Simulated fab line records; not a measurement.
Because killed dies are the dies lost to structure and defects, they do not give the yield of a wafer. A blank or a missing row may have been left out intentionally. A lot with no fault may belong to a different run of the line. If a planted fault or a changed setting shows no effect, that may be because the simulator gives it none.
Which of the tools did it? -- flow sky130 -- 12 lots with 36 wafers sampled at 3 steps, on a route of 708 steps

WHAT THE GAUGES SHOWED, per wafer
SKY_METAL2_CD_MEAS_15: target cd 140 nm.
lot,measured,on,cd_nm (nm)
L075,day 36 01:54,cd_sem-01,138.6 138.1 138.9
L077,day 36 14:06,cd_sem-02,137.4 137.8 138.9
L079,day 37 07:49,cd_sem-02,140.9 142.0 140.6
L081,day 38 08:17,cd_sem-02,140.7 143.1 142.6
L083,day 39 06:01,cd_sem-02,140.0 140.8 140.9
L085,day 39 16:06,cd_sem-02,140.6 139.8 140.6
L087,day 39 18:20,cd_sem-02,138.5 136.9 138.7
L089,day 40 11:25,cd_sem-02,139.5 140.5 140.7
L091,day 40 22:44,cd_sem-02,140.6 138.8 139.9
L092,day 41 12:53,cd_sem-01,139.9 141.5 139.7
L095,day 42 01:18,cd_sem-02,142.0 140.6 140.7
L097,day 42 11:06,cd_sem-02,135.8 135.9 136.0

WHAT TOOL EACH LOT RAN ON (gives the tool, then ch and the chambers of the sampled wafers, and finally the start)
lot,SKY_VIA1_CVD_21,SKY_METAL2_SPUTTER_04
L075,"cvd_w-01 ch 0,1, day 34 22:39","pvd_sputter-03, day 34 23:19"
L077,"cvd_w-02 ch 0,1, day 35 10:46","pvd_sputter-04, day 35 11:26"
L079,"cvd_w-02 ch 0,1, day 36 04:59","pvd_sputter-04, day 36 05:38"
L081,"cvd_w-01 ch 0, day 37 05:20","pvd_sputter-02, day 37 06:00"
L083,"cvd_w-01 ch 0,1, day 38 03:14","pvd_sputter-03, day 38 03:55"
L085,"cvd_w-02 ch 0,1, day 38 14:04","pvd_sputter-04, day 38 14:43"
L087,"cvd_w-02 ch 0,1, day 38 16:47","pvd_sputter-04, day 38 17:25"
L089,"cvd_w-02 ch 0,1, day 39 09:07","pvd_sputter-04, day 39 09:47"
L091,"cvd_w-02 ch 0,1, day 39 21:16","pvd_sputter-03, day 39 21:56"
L092,"cvd_w-01 ch 0,1, day 40 11:49","pvd_sputter-03, day 40 12:26"
L095,"cvd_w-01 ch 0,1, day 41 00:55","pvd_sputter-03, day 41 01:34"
L097,"cvd_w-02 ch 0,1, day 41 10:37","pvd_sputter-02, day 41 11:17"
- SKY_VIA1_CVD_21: deposits W, target thk 270 nm, time 80.902 s.
- SKY_METAL2_SPUTTER_04: material TiN, target thk 70 nm, time 58.3 s.

THE ANSWER, worked out from the rows above alone
Rule: the usual values come from the lots themselves. Put in order of their means at a reading, lots are off if they are a third of the lots or fewer, leave a main group of 4 or more, and stand apart from it by a gap of 3 or more times the standard deviation of the main group's means; of several such gaps the widest counts. Not used: any main group whose means are identical at the precision the tables above print for the reading. Also off: a lot with no number at a reading for which 4 or more lots have one. All remaining lots with rows at the step are treated as sound.
No lot is off on any of the readings shown, so nothing can be concluded from this.

WHAT THE SIMULATOR HAD INSERTED
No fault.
